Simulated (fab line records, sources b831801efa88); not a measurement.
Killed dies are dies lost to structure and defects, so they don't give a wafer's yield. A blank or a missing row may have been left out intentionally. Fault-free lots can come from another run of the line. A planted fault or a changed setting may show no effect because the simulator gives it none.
Which of the tools did it?	flow gf180mcu	Sampling: 14 lots, 42 wafers, 4 of 602 route steps

## WHAT THE GAUGES SHOWED, per wafer
GF_CONTACT_THK_MEAS_01. Usual: CONTACT_CVD_00_THK typically reads 301 nm, with standard deviation 3.
lot	measured	on	CONTACT_CVD_00_THK (nm)	flag
L262	day 15 12:37	filmMetro-03	302 298 305	
L263	day 15 14:32	filmMetro-04	306 300 304	
L265	day 16 00:38	filmMetro-03	299 305 306	
L266	day 17 00:28	filmMetro-02	300 298 305	
L267	day 17 06:08	filmMetro-04	304 299 299	
L268	day 17 15:57	filmMetro-03	305 303 300	
L269	day 18 06:46	filmMetro-02	304 300 301	
L270	day 18 15:20	filmMetro-04	302 300 303	
L271	day 18 19:45	filmMetro-04	294 300 299	
L272	day 19 04:47	filmMetro-04	300 301 297	
L273	day 19 13:55	filmMetro-03	302 304 302	
L278	day 20 23:05	filmMetro-03	302 303 299	
L279	day 21 07:40	filmMetro-03	298 300 308	
L284	day 22 18:22	filmMetro-04	304 304 305	

GF_M1_THK_MEAS_06: measures by xrf. Usual: M1_ALCU_THK typically reads 445 nm, with standard deviation 6.7.
lot	measured	on	M1_ALCU_THK (nm)	flag
L262	day 16 11:28	filmMetro-04	449 448 459	
L263	day 16 14:49	filmMetro-01	447 443 444	
L265	day 17 00:44	filmMetro-01	443 439 448	
L266	day 18 00:56	filmMetro-02	443 435 444	
L267	day 18 07:11	filmMetro-04	448 452 446	
L268	day 18 17:10	filmMetro-01	436 440 440	
L269	day 19 08:43	filmMetro-01	440 439 444	
L270	day 19 16:50	filmMetro-04	445 444 452	
L271	day 19 21:15	filmMetro-01	451 442 443	
L272	day 20 06:41	filmMetro-04	445 446 442	
L273	day 20 16:25	filmMetro-04	450 449 450	
L278	day 22 01:23	filmMetro-01	444 443 451	
L279	day 22 09:25	filmMetro-01	435 436 444	
L284	day 23 20:34	filmMetro-01	455 452 456	

## TOOL THAT RAN EACH LOT (tool first, then ch and the chambers of the sampled wafers, then the start)
lot	GF_CONTACT_CVD_02	GF_M1_SPUTTER_04
L262	pecvd-02 ch 1,2, day 15 12:39	pvdSputter-04, day 16 11:18
L263	pecvd-01 ch 0,1, day 15 14:35	pvdSputter-04, day 16 14:38
L265	pecvd-04 ch 0,1,2, day 16 00:41	pvdSputter-02, day 17 00:34
L266	pecvd-04 ch 0,2, day 17 00:31	pvdSputter-04, day 18 00:46
L267	pecvd-02 ch 0,1,2, day 17 06:11	pvdSputter-04, day 18 07:02
L268	pecvd-02 ch 0,2, day 17 16:01	pvdSputter-03, day 18 17:01
L269	pecvd-02 ch 0,1,2, day 18 06:50	pvdSputter-03, day 19 08:34
L270	pecvd-02 ch 0,2, day 18 15:23	pvdSputter-03, day 19 16:40
L271	pecvd-02 ch 0,1,2, day 18 19:49	pvdSputter-03, day 19 21:05
L272	pecvd-01 ch 0,1, day 19 04:50	pvdSputter-03, day 20 06:31
L273	pecvd-04 ch 0,1,2, day 19 13:58	pvdSputter-03, day 20 16:15
L278	pecvd-01 ch 0,2, day 20 23:09	pvdSputter-03, day 22 01:14
L279	pecvd-02 ch 0,1, day 21 07:42	pvdSputter-03, day 22 09:14
L284	pecvd-01 ch 0,1,2, day 22 18:24	pvdSputter-04, day 23 20:23
- GF_CONTACT_CVD_02: deposits SiO2 from TEOS, target thk 860 nm, time 95.992 s.
- GF_M1_SPUTTER_04: material TiN, target thk 50 nm, time 41.7 s.

## WHAT THE TOOLS THEMSELVES READ (means of the sampled wafers that have a number; where no wafer has one, the mark that the record gives instead)
GF_CONTACT_CVD_02. Usual: heaterPowerW reads 688 W (standard deviation 130).
lot	tool	heaterPowerW (W)	flag
L262	pecvd-02	703	
L263	pecvd-01	747	
L265	pecvd-04	654	
L266	pecvd-04	733	
L267	pecvd-02	689	
L268	pecvd-02	574	
L269	pecvd-02	639	
L270	pecvd-02	570	
L271	pecvd-02	650	
L272	pecvd-01	790	
L273	pecvd-04	608	
L278	pecvd-01	716	
L279	pecvd-02	778	
L284	pecvd-01	728	

GF_M1_SPUTTER_04. Usual: chamberPressurePa 0.4002 Pa, standard deviation 0.001; throttleValvePct 29.9 %, standard deviation 1.3.
lot	tool	chamberPressurePa (Pa)	throttleValvePct (%)	flag
L262	pvdSputter-04	0.3993	30.0	
L263	pvdSputter-04	0.4001	29.5	
L265	pvdSputter-02	0.4006	29.0	
L266	pvdSputter-04	0.3993	30.1	
L267	pvdSputter-04	0.3992	29.8	
L268	pvdSputter-03	0.4001	31.2	
L269	pvdSputter-03	0.4008	29.5	
L270	pvdSputter-03	0.4000	29.6	
L271	pvdSputter-03	0.4010	30.3	
L272	pvdSputter-03	0.3987	30.3	
L273	pvdSputter-03	0.4003	31.9	
L278	pvdSputter-03	0.3744	30.6	OFF
L279	pvdSputter-03	0.3745	32.2	OFF
L284	pvdSputter-04	0.4004	28.6	

## THE ANSWER, worked out from the rows above alone
Rule: a lot is off if the mean of its wafers that have a number lies more than 3 standard deviations from the usual mean. Also off: a lot with no number at a reading for which 4 or more lots have one. Where the step has rows for the other lots, those lots are counted as sound. Order of review: gauges by route order, followed by the tools' own readings, for which a lot's mean as printed above is used. The first step at which some lot is off is used, and at that step the reading that is off furthest; a lot without a number counts as furthest.
Off at GF_M1_SPUTTER_04 (chamberPressurePa): L278, L279.
A tool fits if, at that step or a process step before it, it ran every lot that is off, and no sound lot after the first of them. One fits: GF_M1_SPUTTER_04 on pvdSputter-03. Its last sound lot is L273 (day 20 16:15), its first lot that is off L278 (day 22 01:14): a fault that began between those two fits.
On the lots that are off, the tool's own readings at GF_M1_SPUTTER_04 differ by more than 5 times the standard deviation of the sound lots' means, which bears it out; chamberPressurePa reads 0.3745 Pa there versus 0.4000 Pa on the sound lots.

## WHAT HAD BEEN PUT IN BY THE SIMULATOR
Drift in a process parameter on pvdSputter-03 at GF_M1_SPUTTER_04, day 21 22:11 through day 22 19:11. From 0.4, the setting chamberPressurePa moved by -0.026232. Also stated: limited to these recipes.
Struck lots among those shown: L278, L279. The rule above found the same.
